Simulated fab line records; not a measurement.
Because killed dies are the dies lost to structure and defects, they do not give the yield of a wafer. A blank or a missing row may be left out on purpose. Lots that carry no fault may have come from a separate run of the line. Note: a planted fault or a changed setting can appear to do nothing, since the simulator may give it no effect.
Matching of chambers | flow sky130 | SKY_PASSIVATION_CVD_02 on pecvd-04: 3 sister chambers
The step deposits Si3N4, target thk 540 nm. 18 wafers are shown with their chamber, then 9 later ones without.

== WAFERS PAIRED WITH THEIR CHAMBERS ==
wafer  | chamber | heater power w (W) | rf fwd power W (W)
L074.1 | 0       | 828                | 449.3
L074.2 | 2       | 569                | 449.1
L074.5 | 1       | 577                | 450.1
L075.2 | 1       | 631                | 446.9
L075.3 | 1       | 673                | 445.3
L075.6 | 1       | 662                | 447.4
L077.1 | 0       | 837                | 449.6
L077.2 | 1       | 667                | 449.7
L077.5 | 2       | 678                | 449.0
L080.1 | 2       | 576                | 447.9
L080.3 | 1       | 653                | 450.7
L080.5 | 0       | 836                | 448.3
L082.1 | 1       | 673                | 450.7
L082.3 | 2       | 669                | 449.0
L082.6 | 0       | 846                | 450.6
L083.1 | 0       | 847                | 450.2
L083.5 | 2       | 623                | 449.7
L083.6 | 1       | 597                | 451.0

SIGNATURES (means of the wafers above)
reading        | chamber 0 | chamber 1 | chamber 2 | scatter within a chamber
heater power w | 838.80    | 641.62    | 623.00    | 36.5
rf fwd power W | 449.600   | 448.975   | 448.940   | 1.57
Rule: distance of a wafer from a chamber = root of the sum over the readings of ((wafer's reading minus chamber's mean) / reading's scatter) squared. If the next closest chamber is less than 2 further off than the closest, the wafer can't be placed; otherwise it belongs to the closest. The scatter is the square root of a quotient: the sum, over the shown wafers, of each reading's squared deviation from its chamber's mean, divided by wafers minus chambers.

== WAFERS WITHOUT THEIR CHAMBER ==
wafer  | heater power w (W) | rf fwd power W (W)
L085.1 | 600                | 450.9
L085.2 | 820                | 447.3
L085.3 | 670                | 453.5
L092.2 | 645                | 448.8
L092.3 | 654                | 447.7
L092.4 | 846                | 451.5
L096.2 | 558                | 448.5
L096.4 | 601                | 449.9
L096.5 | 655                | 450.5

== WHICH CHAMBER EACH ONE RAN IN ==
wafer  | from the rows above     | in truth
L085.1 | can't be placed: 2 or 1 | 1
L085.2 | 0                       | 0
L085.3 | can't be placed: 1 or 2 | 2
L092.2 | can't be placed: 1 or 2 | 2
L092.3 | can't be placed: 1 or 2 | 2
L092.4 | 0                       | 0
L096.2 | can't be placed: 2 or 1 | 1
L096.4 | can't be placed: 2 or 1 | 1
L096.5 | can't be placed: 1 or 2 | 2
Correct placement for 2 of the 9. Not placeable from these rows: 7 (in 7, the candidates include the true chamber). Wrongly placed: 0.
